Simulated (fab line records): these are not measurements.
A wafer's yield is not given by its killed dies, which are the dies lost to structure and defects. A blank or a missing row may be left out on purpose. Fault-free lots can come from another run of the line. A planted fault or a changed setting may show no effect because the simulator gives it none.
fab line records    flow sky130
record: lots: 7  wafers: 21  lastDay: 50
route steps=708 shown METAL4@627 VIA4@639 PAD_OPEN@708
lots that met no fault: taken from a fault-free run of the same line
startH: hours from the record's opening day to when the first of the lot's shown wafers began    waitH: time in hours since the lot's previous step    " the same as in the row above    L1.1+2: a row that stands for several wafers    - value missing, or start not given    * or withheld: withheld    < > ~ a bound
route shown NAME@n: a module of which the file shows steps, and the number in the route of the first    usual: the fault-free wafers' mean and standard deviation    same: alike in all rows    chamber/n: place in a boat    sites: readings site by site    _std_site: their standard deviation    _edge_site: mean of outer sites minus mean of inner sites    radiusMm: for every site, how far away it sits from the centre of the wafer    mask NAME#n: copy n    behind: the most recent tool/chamber to have shaped the wafer    hold: reason for holding the lot/hours on hold/outcome of the hold    device: the transistor (n, p or np) that didn't switch    end of line: the same wafers' tests at the end of the route    a step given without rows: its recipe and nothing more    killed: at the first sort, the dies lost to defects and structure; wafer yield is something else    map: a wafer's dies, x killed, . not, _ none there
set.NAME: the run value of the setting; set.NAME@STEP: its run value at that earlier step    model.NAME: the simulator's own value behind a step, which no gauge read
lots at some steps of the route; a table a step, a row a wafer
services: from which hour (startH, from the record's first day; less than 0 if before it) a tool's chamber was out of use, for how many hours, and why
== steps ==
step: SKY_METAL4_PEB_11
recipe: pebTempC: withheld  pebTimeS: withheld  resist: KrF-thick
step: SKY_METAL4_DEVELOP_12
recipe: developTimeS: 60  resist: KrF-thick  devTempC: 21
step: SKY_METAL4_CD_MEAS_13
recipe: targetCdNm: 300
usual: cdNm: 299.7/1.3
lot.wafer  tool      chamber  startH   waitH  cdNm
L182.2     cdSem-02  -        1024.46  -      300.9
L182.3     "         -        "        "      302.7
L182.4     "         -        "        "      300.6
L186.3     cdSem-02  -        1042.43  -      301.6
L186.4     "         -        "        "      301.7
L186.6     "         -        "        "      300.4
L191.1     cdSem-02  -        1076.13  -      300.9
L191.3     "         -        "        "      299.9
L191.4     "         -        "        "      299.4
L192.1     cdSem-01  -        1081.71  -      299.6
L192.4     "         -        "        "      300.7
L192.6     "         -        "        "      301.0
L193.2     cdSem-01  -        1088.16  -      301.8
L193.4     "         -        "        "      302.0
L193.6     "         -        "        "      299.7
L194.1     cdSem-01  -        1093.03  -      298.2
L194.2     "         -        "        "      297.3
L194.3     "         -        "        "      297.1
L197.1     cdSem-02  -        1120.31  -      299.4
L197.3     "         -        "        "      299.3
L197.6     "         -        "        "      300.3
step: SKY_METAL4_OVL_MEAS_14
usual: METAL4_OVL: -3/5.4
lot.wafer  tool        chamber  startH   waitH  METAL4_OVL[nm]
L182.2     overlay-01  -        1024.57  0.1    -10
L182.3     "           -        "        "      0
L182.4     "           -        "        "      -4
L186.3     overlay-02  -        1042.52  0.1    -6
L186.4     "           -        "        "      0
L186.6     "           -        "        "      -9
L191.1     overlay-02  -        1076.25  0.1    7
L191.3     "           -        "        "      2
L191.4     "           -        "        "      2
L192.1     overlay-01  -        1081.83  0.1    -6
L192.4     "           -        "        "      -4
L192.6     "           -        "        "      -8
L193.2     overlay-01  -        1088.27  0.1    -6
L193.4     "           -        "        "      -11
L193.6     "           -        "        "      -10
L194.1     overlay-02  -        1093.15  0.1    3
L194.2     "           -        "        "      -6
L194.3     "           -        "        "      -3
L197.1     overlay-01  -        1120.43  0.1    -2
L197.3     "           -        "        "      -4
L197.6     "           -        "        "      -9
step: SKY_METAL4_DESCUM_15
recipe: chemistry: O2  sourcePowerW: 150  biasPowerW: 0  pressureMtorr: 10  tempC: 40  timeS: 8
usual: chamberPressureMTorr: 10.000/0.0075  drypumpMotorCurrentA: 5.7/0.31  oesProductAu: 0.996/0.0094  rfFwdPowerW: 147.4/0.5
same: biasPowerW: 0  timeS: 8
lot.wafer  tool         chamber  startH   waitH  chamberPressureMTorr  drypumpMotorCurrentA  oesProductAu  rfFwdPowerW  rfHoursCounterH
L182.2     rieMetal-03  0        1024.60  0.0    9.989                 5.7                   0.991         147.1        16
L182.3     "            1        "        "      9.998                 5.7                   1.004         147.3        -
L182.4     "            0        "        "      9.984                 5.7                   0.982         146.7        -
L186.3     rieMetal-02  1        1042.56  0.0    10.003                6.1                   0.989         146.3        -
L186.4     "            0        "        "      10.003                5.5                   1.001         147.7        -
L186.6     "            0        "        "      9.996                 5.5                   0.997         147.5        -
L191.1     rieMetal-02  1        1076.28  0.0    9.995                 6.1                   0.990         147.5        17
L191.3     "            1        "        "      10.000                6.1                   0.980         147.8        -
L191.4     "            1        "        "      9.988                 6.1                   0.987         147.6        -
L192.1     rieMetal-02  1        1081.86  0.0    10.002                6.1                   0.989         146.9        17
L192.4     "            1        "        "      10.001                6.1                   0.994         147.4        -
L192.6     "            0        "        "      10.004                5.5                   0.993         146.6        -
L193.2     rieMetal-03  1        1088.30  0.0    10.001                5.7                   1.013         147.7        4
L193.4     "            0        "        "      10.002                5.7                   0.997         147.0        -
L193.6     "            0        "        "      10.014                5.7                   1.003         147.2        -
L194.1     rieMetal-01  1        1093.18  0.0    10.008                5.9                   1.016         147.7        25
L194.2     "            0        "        "      10.015                5.2                   1.000         147.2        20
L194.3     "            0        "        "      9.998                 5.2                   1.001         147.3        -
L197.1     rieMetal-02  0        1120.46  0.0    9.999                 5.5                   0.991         147.6        19
L197.3     "            1        "        "      10.011                6.1                   0.990         147.1        -
L197.6     "            0        "        "      10.002                5.5                   1.006         147.9        -
step: SKY_METAL4_ETCH_16
recipe: chemistry: N2/H2  target: BARC  ionEnergyEv: 200  biasW: 100  pressureMtorr: 30  n2FlowSccm: 100  h2FlowSccm: 200  icpW: 500  stopOn: SiO2  timeS: 88.2  targetDepthA: 600
usual: chamberPressureMTorr: 30.001/0.027  drypumpMotorCurrentA: 5.7/0.31  n2FlowSccm: 100.1/0.3  oesProductAu: 0.626/0.0045  rfFwdPowerW: 497.2/1.4  throttleValvePct: 13.205/0.0091
same: timeS: 88.2
lot.wafer  tool         chamber  startH   waitH  chamberPressureMTorr  drypumpMotorCurrentA  n2FlowSccm  oesProductAu  rfFwdPowerW  rfHoursCounterH  throttleValvePct
L182.2     rieMetal-03  0        1024.63  0.0    30.015                5.7                   100.1       0.632         495.3        16               13.208
L182.3     "            1        "        "      30.012                5.7                   100.3       0.630         495.4        -                13.208
L182.4     "            0        "        "      30.001                5.7                   100.1       0.628         494.7        -                13.212
L186.3     rieMetal-02  1        1042.61  0.0    29.959                6.1                   99.9        0.620         498.3        -                13.198
L186.4     "            0        "        "      30.015                5.5                   100.3       0.618         497.6        -                13.203
L186.6     "            0        "        "      30.006                5.6                   100.8       0.632         499.7        -                13.205
L191.1     rieMetal-02  1        1076.35  0.1    29.998                6.1                   100.6       0.626         496.6        17               13.200
L191.3     "            1        "        "      30.026                6.1                   100.1       0.624         499.8        -                13.217
L191.4     "            1        "        "      30.003                6.1                   99.9        0.625         496.9        -                13.206
L192.1     rieMetal-02  1        1081.89  0.0    29.974                6.2                   100.3       0.636         496.4        17               13.201
L192.4     "            1        "        "      30.037                6.1                   100.0       0.619         497.4        -                13.216
L192.6     "            0        "        "      30.008                5.5                   99.9        0.625         499.0        -                13.217
L193.2     rieMetal-03  1        1088.33  0.0    29.990                5.7                   100.0       0.637         496.0        4                13.213
L193.4     "            0        "        "      30.056                5.7                   99.8        0.627         498.2        -                13.199
L193.6     "            0        "        "      29.963                5.7                   100.1       0.632         496.7        -                13.208
L194.1     rieMetal-01  1        1093.22  0.0    29.953                5.9                   101.0       0.636         498.5        25               13.202
L194.2     "            0        "        "      30.024                5.2                   100.2       0.628         497.4        21               13.201
L194.3     "            0        "        "      29.996                5.2                   100.7       0.632         496.2        -                13.220
L197.1     rieMetal-02  0        1120.49  0.0    30.077                5.6                   100.1       0.621         499.3        19               13.213
L197.3     "            1        "        "      29.968                6.1                   99.9        0.631         495.9        -                13.219
L197.6     "            0        "        "      30.002                5.5                   99.8        0.630         497.3        -                13.194
step: SKY_METAL4_ETCH_17
recipe: target: SiO2  stopOn: TiN  chemistry: C4F8/O2/Ar  sourceW: 1500  biasW: 1200  pressureMtorr: 40  c4f8FlowSccm: withheld  O2_flow_sccm: 6  Ar_flow_sccm: 300  timeS: 3.9  targetDepthA: 150
usual: chamberPressureMTorr: 40.00/0.037  oesProductAu: 0.757/0.0078  rfFwdPowerW: 1470/7.9
same: timeS: 3.9
lot.wafer  tool        chamber  startH   waitH  chamberPressureMTorr  oesProductAu  rfFwdPowerW  rfHoursCounterH
L182.2     rieDiel-02  1        1024.73  0.1    40.01                 0.745         1476         16
L182.3     "           2        "        "      39.97                 0.754         1464         22
L182.4     "           3        "        "      40.07                 0.746         1474         21
L186.3     rieDiel-02  3        1042.68  0.0    39.96                 0.749         1480         22
L186.4     "           2        "        "      39.96                 0.758         1464         23
L186.6     "           3        "        "      40.01                 0.755         1474         -
L191.1     rieDiel-01  0        1076.54  0.2    40.00                 0.748         1459         19
L191.3     "           3        "        "      39.99                 0.756         1466         18
L191.4     "           3        "        "      39.94                 0.763         1464         -
L192.1     rieDiel-02  1        1081.99  0.1    39.98                 0.748         1486         18
L192.4     "           2        "        "      39.96                 0.762         1466         24
L192.6     "           2        "        "      40.05                 0.758         1467         -
L193.2     rieDiel-01  3        1088.43  0.1    40.01                 0.748         1463         19
L193.4     "           2        "        "      40.02                 0.761         1465         24
L193.6     "           2        "        "      40.06                 0.769         1460         -
L194.1     rieDiel-02  3        1093.31  0.1    40.01                 0.762         1472         23
L194.2     "           1        "        "      40.00                 0.756         1487         18
L194.3     "           0        "        "      39.93                 0.764         1462         12
L197.1     rieDiel-03  3        1120.59  0.1    39.98                 0.748         1461         18
L197.3     "           1        "        "      39.99                 0.763         1476         13
L197.6     "           1        "        "      39.99                 0.770         1475         -
step: SKY_METAL4_METAL_ETCH_18
recipe: targetDepthA: 8450  stopOn: SiO2  overEtchFrac: 0.3  timeS: 183.1  chemistry: Cl2/BCl3  resistSidewallDeg: 88  pressureMtorr: 10  icpW: 900  biasW: 48.5  Cl2_flow_sccm: 60  bcl3FlowSccm: 30
step: SKY_METAL4_STRIP_19
recipe: chemistry: O2/N2  powerW: 1400  pressureMtorr: 1500  platenTempC: withheld  o2FlowSccm: 3000  n2FlowSccm: 300  overashFraction: 0.5
usual: chamberPressureMTorr: 1500.0/1.4  drypumpMotorCurrentA: 5.7/0.49  n2FlowSccm: 299.9/0.82  oesProductAu: 0.503/0.0063  stripTimeToEndpointS: 6.56/0.088
lot.wafer  tool            chamber  startH   waitH  chamberPressureMTorr  drypumpMotorCurrentA  n2FlowSccm  oesProductAu  rfHoursCounterH  stripTimeToEndpointS
L182.2     plasmaAsher-01  1        1024.92  0.1    1499.8                6.3                   300.7       0.510         122              6.68
L182.3     "               1        "        "      1499.6                6.3                   301.0       0.505         -                6.67
L182.4     "               0        "        "      1502.0                6.2                   299.2       0.511         -                6.65
L186.3     plasmaAsher-01  0        1042.91  0.1    1499.9                6.2                   300.0       0.500         -                6.47
L186.4     "               1        "        "      1497.7                6.3                   299.5       0.506         -                6.62
L186.6     "               0        "        "      1502.2                6.2                   299.6       0.506         -                6.55
L191.1     plasmaAsher-01  1        1076.74  0.1    1500.1                6.3                   299.3       0.503         1                6.60
L191.3     "               0        "        "      1497.4                6.2                   299.9       0.501         -                6.61
L191.4     "               1        "        "      1500.9                6.3                   300.0       0.498         -                6.43
L192.1     plasmaAsher-03  1        1082.19  0.1    1498.0                5.7                   299.8       0.507         92               6.58
L192.4     "               1        "        "      1500.2                5.7                   300.5       0.491         -                6.44
L192.6     "               1        "        "      1500.4                5.7                   299.4       0.505         -                6.56
L193.2     plasmaAsher-02  1        1088.62  0.1    1498.3                5.7                   301.1       0.513         68               6.56
L193.4     "               1        "        "      1499.8                5.7                   299.1       0.502         -                6.58
L193.6     "               0        "        "      1497.9                4.9                   298.9       0.505         -                6.74
L194.1     plasmaAsher-02  0        1093.51  0.1    1502.2                4.9                   299.7       0.496         68               6.39
L194.2     "               1        "        "      1502.8                5.7                   300.9       0.504         68               6.54
L194.3     "               1        "        "      1500.6                5.7                   300.8       0.501         -                6.52
L197.1     plasmaAsher-03  1        1120.79  0.1    1498.9                5.7                   301.7       0.511         95               6.48
L197.3     "               0        "        "      1499.3                6.0                   298.6       0.506         -                6.59
L197.6     "               1        "        "      1499.3                5.7                   300.5       0.498         -                6.54
step: SKY_METAL4_STRIP_20
recipe: chemistry: postEtchResidueRemover  timeS: 1200  tempC: 72.5
step: SKY_METAL4_CLEAN_21
recipe: chemistry: IPA  timeS: 180  tempC: 25
step: SKY_METAL4_CLEAN_22
recipe: chemistry: O3/DIW  dry: n2Spin
step: SKY_VIA4_HDPCVD_00
recipe: material: SiO2  targetThkNm: 1750  sigmaOpenFrac: 0.3  timeS: 291.7  tempC: 400  sih4FlowSccm: 60  pressureMtorr: 6
usual: sih4FlowSccm: 60.02/0.16
same: timeS: 291.7
lot.wafer  tool       chamber  startH   waitH  sih4FlowSccm  model.SiO2_of_VIA4_HDPCVD_00.thkNm
L182.2     hdpcvd-02  0        1025.51  0.0    60.15         1746
L182.3     "          2        "        "      59.98         1744
L182.4     "          0        "        "      60.27         1753
L186.3     hdpcvd-01  2        1043.50  0.0    60.12         1745
L186.4     "          0        "        "      59.90         1762
L186.6     "          2        "        "      60.33         1728
L191.1     hdpcvd-01  0        1077.36  0.0    89.74         2636
L191.3     "          1        "        "      90.20         2641
L191.4     "          1        "        "      90.10         2633
L192.1     hdpcvd-02  0        1082.78  0.0    60.13         1770
L192.4     "          1        "        "      59.80         1750
L192.6     "          0        "        "      59.85         1755
L193.2     hdpcvd-01  2        1089.33  0.0    89.99         2613
L193.4     "          1        "        "      90.11         2634
L193.6     "          2        "        "      89.90         2602
L194.1     hdpcvd-01  0        1094.13  0.0    90.12         2626
L194.2     "          1        "        "      89.83         2625
L194.3     "          2        "        "      90.04         2606
L197.1     hdpcvd-02  0        1121.39  0.0    60.01         1737
L197.3     "          1        "        "      60.12         1734
L197.6     "          1        "        "      60.02         1716
step: SKY_VIA4_THK_MEAS_01
recipe: reads: SiO2_of_VIA4_HDPCVD_00
usual: VIA4_HDPCVD_THK: 1751/16
lot.wafer  tool          chamber  startH   waitH  VIA4_HDPCVD_THK[nm]
L182.2     filmMetro-02  -        1025.70  0.1    1747
L182.3     "             -        "        "      1746
L182.4     "             -        "        "      1752
L186.3     filmMetro-01  -        1043.70  0.1    1746
L186.4     "             -        "        "      1762
L186.6     "             -        "        "      1726
L191.1     filmMetro-03  -        1077.54  0.1    2636
L191.3     "             -        "        "      2642
L191.4     "             -        "        "      2631
L192.1     filmMetro-02  -        1082.96  0.1    1769
L192.4     "             -        "        "      1750
L192.6     "             -        "        "      1755
L193.2     filmMetro-02  -        1089.52  0.1    2613
L193.4     "             -        "        "      2634
L193.6     "             -        "        "      2602
L194.1     filmMetro-03  -        1094.31  0.1    2625
L194.2     "             -        "        "      2624
L194.3     "             -        "        "      2606
L197.1     filmMetro-01  -        1121.57  0.1    1738
L197.3     "             -        "        "      1735
L197.6     "             -        "        "      1717
step: SKY_VIA4_CMP_02
recipe: material: SiO2  downForcePsi: 4  platenRpm: 60  padVelocityMS: 0.94248
usual: motorCurrentA: 12.4/1.4  retainingRingPressureFrac: 0.999/0.0059
lot.wafer  tool    chamber  startH   waitH  motorCurrentA  retainingRingPressureFrac
L182.3     cmp-01  0        1025.82  0.1    13.7           0.995
L182.2     "       2        "        "      12.3           1.007
L182.4     "       3        "        "      11.2           0.996
L186.3     cmp-01  2        1043.86  0.2    12.2           1.004
L186.4     "       3        "        "      11.5           0.997
L186.6     "       3        "        "      11.2           0.999
L191.4     cmp-01  3        1077.82  0.2    11.6           0.997
L191.1     "       1        "        "      13.3           1.012
L191.3     "       2        "        "      12.8           1.001
L192.4     cmp-02  0        1083.29  0.3    12.5           0.999
L192.1     "       1        "        "      11.2           1.013
L192.6     "       0        "        "      12.1           0.995
L193.2     cmp-01  0        1089.62  0.1    14.0           0.998
L193.4     "       2        "        "      12.7           0.999
L193.6     "       3        "        "      10.7           1.002
L194.2     cmp-01  1        1094.52  0.2    13.7           0.997
L194.3     "       2        "        "      12.2           1.012
L194.1     "       3        "        "      11.8           1.002
L197.3     cmp-02  3        1121.63  0.0    8.4            0.993
L197.1     "       0        "        "      12.3           1.009
L197.6     "       0        "        "      12.3           1.000
step: SKY_PAD_OPEN_PROBE_99
usual: defectLimitedYield: 82.9/2  killed_at_M0_to_M3: 42/7.4  killed_at_M4_up: 3.3/2.1  killedAtContacts: 24/5.3  killedAtFrontEnd: 15/4.5  killedAtOther: 0.3/0.57  killedDies: 84/10  killedOpen: 46/7.5  killedShort: 38/6.4  sort_bin_3_pad_short: 0.9/0.44  sort_bin_5_function: 10.2/1.5  sort_bin_6_memory: 6.0/1.1  sortNPass: 408/10  sortYieldPct: 82.9/2
same: grossDies: 492  killedAtBackSide: 0  sort_bin_4_leakage[%]: 0  sort_bin_8_speed[%]: 0
lot.wafer  tool       chamber  startH   waitH  defectLimitedYield[%]  killed_at_M0_to_M3  killed_at_M4_up  killedAtContacts  killedAtFrontEnd  killedAtOther  killedDies  killedOpen  killedShort  sort_bin_3_pad_short[%]  sort_bin_5_function[%]  sort_bin_6_memory[%]  sortNPass  sortYieldPct[%]
L182.2     prober-02  -        1115.08  0.1    83.7                   45                  1                29                5                 0              80          50          29           0.2                      10.4                    5.7                   412        83.7
L182.3     prober-02  -        1115.13  0.2    88.4                   23                  3                25                6                 0              57          35          22           0.6                      5.9                     5.1                   435        88.4
L182.4     prober-02  -        1115.18  0.2    83.5                   41                  5                22                13                0              81          39          42           0.8                      10.0                    5.7                   411        83.5
L186.3     prober-02  -        1131.57  0.2    81.1                   42                  4                30                17                0              93          51          42           1.2                      11.8                    5.9                   399        81.1
L186.4     prober-02  -        1131.62  0.2    83.7                   35                  3                23                19                0              80          51          29           0.4                      9.1                     6.7                   412        83.7
L186.6     prober-02  -        1131.72  0.2    82.9                   36                  4                22                22                0              84          42          42           0.2                      11.0                    5.9                   408        82.9
L192.4     prober-01  -        1164.77  0.2    81.9                   36                  3                31                19                0              89          53          34           0.4                      10.2                    7.5                   403        81.9
L192.6     prober-01  -        1164.87  0.2    84.6                   36                  3                23                14                0              76          41          35           0.8                      9.1                     5.5                   416        84.6
L194.1     prober-01  -        1174.56  0.1    83.1                   32                  2                29                19                1              83          45          38           1.0                      10.2                    5.7                   409        83.1
L194.2     prober-01  -        1174.61  0.1    84.1                   42                  3                23                9                 1              78          44          34           0.8                      11.2                    3.9                   414        84.1
L194.3     prober-01  -        1174.66  0.2    86.8                   39                  2                13                11                0              65          33          32           0.4                      7.9                     4.9                   427        86.8
killed by level:class
L182.2 VIA1:geometricParticle:open=12 VIA2:geometricParticle:open=12 CONTACT:geometricParticle:open=11 METAL2:geometricParticle:short=7 VIA3:geometricParticle:open=6 CONTACT:geometricParticle:short=5 LI_CONTACT:geometricParticle:open=4 LOCAL_INTERCONNECT:geometricParticle:short=4
L182.3 LI_CONTACT:geometricParticle:open=12 CONTACT:geometricParticle:open=10 METAL2:geometricParticle:short=4 POLY_GATE:geometricParticle:open=3 METAL1:geometricParticle:short=3 VIA1:geometricParticle:open=3 METAL3:geometricParticle:short=3 VIA3:geometricParticle:open=3
L182.4 VIA2:geometricParticle:open=11 VIA1:geometricParticle:open=10 CONTACT:geometricParticle:short=9 METAL1:geometricParticle:short=5 METAL4:geometricParticle:short=5 LI_CONTACT:geometricParticle:open=4 CONTACT:geometricParticle:open=4 VIA2:geometricParticle:short=4
L186.3 VIA1:geometricParticle:open=12 CONTACT:geometricParticle:open=10 LI_CONTACT:geometricParticle:open=10 FIELD_ISO:geometricParticle:short=8 LOCAL_INTERCONNECT:geometricParticle:short=5 VIA3:geometricParticle:short=5 METAL2:geometricParticle:short=5 VIA3:geometricParticle:open=5
L186.4 VIA3:geometricParticle:open=10 CONTACT:geometricParticle:open=8 VIA1:geometricParticle:open=7 FIELD_ISO:geometricParticle:open=6 LI_CONTACT:geometricParticle:open=5 CONTACT:geometricParticle:short=5 VIA2:geometricParticle:open=5 FIELD_ISO:geometricParticle:short=4
L186.6 VIA1:geometricParticle:open=15 FIELD_ISO:geometricParticle:open=7 LI_CONTACT:geometricParticle:open=7 FIELD_ISO:geometricParticle:short=6 CONTACT:geometricParticle:open=5 POLY_GATE:geometricParticle:short=4 LOCAL_INTERCONNECT:geometricParticle:short=4 CONTACT:geometricParticle:short=4
L192.4 CONTACT:geometricParticle:open=9 LI_CONTACT:geometricParticle:open=9 VIA2:geometricParticle:open=9 POLY_GATE:geometricParticle:open=5 VIA1:geometricParticle:open=5 FIELD_ISO:geometricParticle:open=4 LOCAL_INTERCONNECT:geometricParticle:short=4 CONTACT:geometricParticle:short=4
L192.6 CONTACT:geometricParticle:open=8 LI_CONTACT:geometricParticle:open=6 VIA1:geometricParticle:open=6 VIA2:geometricParticle:open=6 VIA3:geometricParticle:open=5 METAL1:geometricParticle:short=5 POLY_GATE:geometricParticle:short=4 CONTACT:geometricParticle:short=4
L194.1 CONTACT:geometricParticle:open=15 VIA1:geometricParticle:open=12 FIELD_ISO:geometricParticle:open=6 FIELD_ISO:geometricParticle:short=6 LI_CONTACT:geometricParticle:short=5 CONTACT:geometricParticle:short=5 POLY_GATE:geometricParticle:short=4 VIA2:geometricParticle:open=4
L194.2 VIA1:geometricParticle:open=11 VIA2:geometricParticle:open=8 CONTACT:geometricParticle:open=7 LI_CONTACT:geometricParticle:open=6 METAL2:geometricParticle:short=5 VIA3:geometricParticle:open=5 CONTACT:geometricParticle:short=4 METAL1:geometricParticle:short=4
L194.3 VIA1:geometricParticle:short=10 VIA1:geometricParticle:open=7 CONTACT:geometricParticle:open=6 FIELD_ISO:geometricParticle:short=5 VIA3:geometricParticle:open=5 VIA2:geometricParticle:open=4 METAL3:geometricParticle:short=3 FIELD_ISO:geometricParticle:open=2
== services ==
tool            chamber  startH   hours  kind
rieMetal-03     1        1001.64  -      clean
rieMetal-03     1        1001.64  18.4   scheduledDown
rieMetal-03     1        1001.64  18.4   ventCycle
hdpcvd-02       -        1009.18  14.6   pm
plasmaAsher-03  -        1011.52  2.3    repair
rieDiel-02      1        1012.89  4.4    repair
rieDiel-01      0        1018.28  12.3   repair
rieDiel-03      -        1028.44  2.8    pm
cmp-02          -        1035.16  9.2    pm
plasmaAsher-01  -        1055.35  9.0    pm
rieDiel-01      0        1056.91  7.2    repair
hdpcvd-01       -        1058.11  5.5    pm
rieDiel-01      -        1059.97  2.8    pm
rieDiel-01      2        1075.00  7.4    repair
cmp-01          -        1081.83  2.0    repair
cmp-02          -        1084.09  16.1   repair
plasmaAsher-02  -        1097.00  2.8    pm
cmp-02          -        1100.22  4.0    pm
rieDiel-01      2        1104.89  6.5    repair
cmp-02          -        1105.90  2.0    repair
cmp-02          -        1107.77  0.4    repair
cmp-02          -        1111.49  0.8    repair
cmp-01          -        1117.84  1.3    repair
cmp-02          -        1118.50  1.5    repair
== key ==
firstSign: step: SKY_VIA4_HDPCVD_00  reading: sih4FlowSccm  direction: up  sigmas: 99+  usual: 60.02  struck: 90.01
effect: step: SKY_VIA4_THK_MEAS_01  reading: VIA4_HDPCVD_THK  direction: up  sigmas: 53  usual: 1751  struck: 2624
modelEffect: step: SKY_VIA4_HDPCVD_00  value: SiO2_of_VIA4_HDPCVD_00.thkNm  without: 1749  struck: 2624
metAt SKY_VIA4_HDPCVD_00
struckWafers L191.1,L191.3,L191.4,L193.2,L193.4,L193.6,L194.1,L194.2,L194.3
onsetBetween 1043.50 1077.36
fault: kind: processParameterDrift  tool: hdpcvd-01  chamber: -  onsetH: 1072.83  steps: SKY_VIA4_HDPCVD_00  channel: sih4FlowSccm  offset: 30  shape: step  endH: 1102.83  actsIn: theseRecipesOnly  stated: 60
